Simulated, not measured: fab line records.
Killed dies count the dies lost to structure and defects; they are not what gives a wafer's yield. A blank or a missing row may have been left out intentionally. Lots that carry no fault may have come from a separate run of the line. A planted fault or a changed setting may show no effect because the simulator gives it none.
A struck lot beside a sound one + flow sky130 + 18 out of 708 route steps
Sound: the wafers L558.3, L558.5, L558.6. The struck wafers were L573.1, L573.2, L573.6. The cause is named last.
For every step that has rows: the tool of each side, followed by ch and its chambers, followed by its first start. Under that, the readings that differ: sound wafers + struck wafers + difference of the means + sigmas: that difference in standard deviations of wafers without a fault.
alike: words and numbers the same on both sides, and readings whose means are apart by under 2 such deviations; not compared: readings that were withheld, readings missing a value for some wafer, numbers with overlapping values and no deviation given by the record, and bounds like >300 which may hide the same value.
Wherever a step has rows on one side only, a row that says differs or no value, or a row with sigmas, the two part there. Numbers that have no deviation but don't overlap get no sigmas and don't part them. A reading missing from all wafers of one side parts the sides only when that side holds two or more wafers.

first, 2 steps without rows for these wafers: SKY_GATE_OXIDE_CLEAN_00 (cleans in SC1/SC2, time 150 s); SKY_GATE_OXIDE_OXIDATION_01 (stabilise 600 s, purge 300 s, target thk 10.268 nm).
SKY_GATE_OXIDE_THK_MEAS_02:
  struck on film-metro-02, day 19 16:09; sound on film-metro-03, day 14 13:53
  alike: GATE_OXIDE_OXIDATION_00_THK
then, 7 steps without rows for these wafers: SKY_GATE_OXIDE_DEHYDRATE_03 (time 60 s); SKY_GATE_OXIDE_HMDS_04 (prime time 60 s); SKY_GATE_OXIDE_COAT_05 (resist thk 1140 nm); SKY_GATE_OXIDE_SOFTBAKE_06 (time 60 s); SKY_GATE_OXIDE_EXPOSE_07 (exposes mask LVOM, target cd 600 nm); SKY_GATE_OXIDE_PEB_08; SKY_GATE_OXIDE_DEVELOP_09 (develop time 60 s).
SKY_GATE_OXIDE_OVL_MEAS_10:
  struck on overlay-01, day 20 21:41; sound on overlay-02, day 15 16:33
  alike: GATE_OXIDE_OVL
then, 1 step without rows for these wafers: SKY_GATE_OXIDE_IMPLANT_11.
SKY_GATE_OXIDE_WET_ETCH_12: etches SiO2 in dHF, target depth 16.8 nm, time 336 s.
  sound on wet-bench-01 ch 2, day 15 16:43; struck on wet-bench-01 ch 1, day 20 21:52
| reading                                    | sound             | struck            | difference | sigmas |
|--------------------------------------------|-------------------|-------------------|------------|--------|
| run-length-s (s)                           | 369 369 369       | 165 165 165       | -204       | -62    |
| model.SiO2_of_FIELD_ISO_CVD_24.thk-nm (nm) | 365.3 364.1 365.9 | 375.3 375.3 374.8 | +10.0      |        |
SKY_GATE_OXIDE_STRIP_13: strips in O2/N2.
  sound on plasma-asher-01 ch 0,1, day 15 16:52; struck on plasma-asher-04 ch 0,1, day 20 21:59
  alike: drypump-motor-current-A, oes-product-au, strip-time-to-endpoint-s
  not compared: rf-hours-counter-h
SKY_GATE_OXIDE_TW_MEAS_14:
  struck on film-metro-02, day 20 22:05; sound on film-metro-02, day 15 16:58
  alike: GATE_OXIDE_TW
SKY_GATE_OXIDE_CLEAN_15: cleans in SC1/SC2, time 150 s.
  sound on wet-bench-01 ch 3, day 15 17:00; struck on wet-bench-02 ch 3, day 20 22:08
| reading                                    | sound             | struck            | difference | sigmas |
|--------------------------------------------|-------------------|-------------------|------------|--------|
| model.SiO2_of_FIELD_ISO_CVD_24.thk-nm (nm) | 364.6 363.4 365.3 | 374.6 374.7 374.1 | +10.0      |        |
then, 1 step without rows for these wafers: SKY_GATE_OXIDE_OXIDATION_16 (stabilise 600 s, purge 300 s, target thk 3.57 nm).
-- here the record skips 30 days between the struck wafers' starts before and after, leaving off in module GATE_OXIDE and picking up in module PAD_OPEN (first step shown: number 708 of the route) --
SKY_PAD_OPEN_PROBE_99:
  rows exist in the record for the struck wafers here (prober-01, day 50 12:02), but not for the sound ones

## WHERE THEY PART
At SKY_GATE_OXIDE_WET_ETCH_12 first; at SKY_PAD_OPEN_PROBE_99 last (within this record only).

WHY: whatever the simulator had introduced
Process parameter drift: wet-bench-01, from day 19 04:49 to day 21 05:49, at SKY_GATE_OXIDE_WET_ETCH_12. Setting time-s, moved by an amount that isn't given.
